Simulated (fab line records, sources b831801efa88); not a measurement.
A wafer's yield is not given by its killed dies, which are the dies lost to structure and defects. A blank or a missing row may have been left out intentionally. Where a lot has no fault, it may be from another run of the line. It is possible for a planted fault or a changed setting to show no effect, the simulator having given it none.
Split-lot experiment | flow sky130 | 23 wafers read across 5 lots, on a route 708 steps long

== ABOUT THE SPLIT ==
At SKY_VT_ADJUST_NCORE_EXPOSE_04 (exposes mask LVTN COMPLEMENT THIN, target cd 380 nm), the setting dose_mj was moved away from the recipe's 139 on 7 of the 23 wafers read, by -2.4% to +3.6%. This setting was run at the recipe's value on the other wafers.

== FROM THE SPLIT TO THE READING: what the file shows between them, 2 steps ==
- SKY_VT_ADJUST_NCORE_PEB_05
- SKY_VT_ADJUST_NCORE_DEVELOP_06: develop time 62.21 s

== THE READING ==
At SKY_VT_ADJUST_NCORE_CD_MEAS_07: cd_nm in nanometres, against a target cd of 380 nm. Fault-free wafers of this fab line usually give 380.0 nm, standard deviation 2.4 nm.

wafer  | tool, chamber at the split | dose_mj as run | against the recipe | cd_nm, nm | against lot-mates on the recipe
L077.1 | iline_stepper-01, 0        | 144            | +3.6%              | 391.9     | +10.8
L077.2 | iline_stepper-01, 0        | 144            | +3.6%              | 394.0     | +12.9
L077.3 | iline_stepper-01, 0        | 139            | recipe             | 380.2     | -
L077.5 | iline_stepper-01, 0        | 139            | recipe             | 379.8     | -
L077.6 | iline_stepper-01, 0        | 139            | recipe             | 383.2     | -
L080.2 | iline_stepper-02, 0        | 139            | recipe             | 378.8     | -
L080.4 | iline_stepper-02, 0        | 139            | recipe             | 380.0     | -
L080.5 | iline_stepper-02, 0        | 139            | recipe             | 377.3     | -
L082.1 | iline_stepper-02, 0        | 139            | recipe             | 383.8     | -
L082.3 | iline_stepper-02, 0        | 139            | recipe             | 384.1     | -
L082.4 | iline_stepper-02, 0        | 139            | recipe             | 382.3     | -
L082.5 | iline_stepper-02, 0        | 139            | recipe             | 385.1     | -
L082.6 | iline_stepper-02, 0        | 139            | recipe             | 384.0     | -
L084.1 | iline_stepper-01, 0        | 135.7          | -2.4%              | 369.1     | -9.2
L084.2 | iline_stepper-01, 0        | 139            | recipe             | 377.8     | -
L084.3 | iline_stepper-01, 0        | 135.7          | -2.4%              | 369.2     | -9.1
L084.5 | iline_stepper-01, 0        | 139            | recipe             | 378.6     | -
L084.6 | iline_stepper-01, 0        | 139            | recipe             | 378.4     | -
L085.1 | iline_stepper-02, 0        | 139            | recipe             | 376.4     | -
L085.2 | iline_stepper-02, 0        | 143.1          | +2.9%              | 386.9     | +10.1
L085.3 | iline_stepper-02, 0        | 139            | recipe             | 377.1     | -
L085.4 | iline_stepper-02, 0        | 143.1          | +2.9%              | 388.8     | +12.1
L085.5 | iline_stepper-02, 0        | 143.1          | +2.9%              | 386.6     | +9.9

THE FIT
A straight line over all 23 wafers: cd_nm changes by +3.36 nm for each +1% of dose_mj; r = +0.89; the points scatter about the line by 2.8 nm.
The same after taking each lot's own level away (the mean of its wafers on the recipe; 23 wafers): +3.55 nm for each +1%; r = +0.98; scatter 1 nm.
According to that fit, moving dose_mj by its largest amount changes the reading by 13 nm.
Measured against the standard deviation above, the lots' own levels, which go from 376.75 to 383.86 nm, span 3.0 times it.
The two slopes agree, so the slope changes little with the lot-to-lot level.
Check: for one of the wafers moved furthest among these (+3.6%), held out of the fit, the line's prediction against its lot-mates is +13.1 nm. It came out at +10.8 nm against them.

== OTHER SPLITS APPLIED TO THESE WAFERS ==
Before the reading, these wafers also passed through other splits. Each is held against what the fit with the lots' levels taken away leaves over:
other split on the same wafers           | wafers away from the commonest value | r with cd_nm (lot level and that fit taken away)
SKY_VT_ADJUST_LVTN_COAT_13 resist_thk_nm | 8                                    | +0.23

== THE WHOLE CHAIN: every reading that the file lists as answering this split, in the file's order ==
step                           | what it does         | reading                                                                | change (the file's fit)              | r (the file's)
SKY_VT_ADJUST_NCORE_DEVELOP_06 | develop time 62.21 s | VT_ADJUST_NCORE.cd_nm (the simulator's own value, which no gauge read) | +3.51 nm for each +1% of the setting | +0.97
SKY_VT_ADJUST_NCORE_CD_MEAS_07 | target cd 380 nm     | cd_nm                                                                  | +3.52 nm for each +1% of the setting | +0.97

== THE FILE'S OWN FIT ==
cd_nm changes by +3.52 nm for each +1% of dose_mj, r = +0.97.
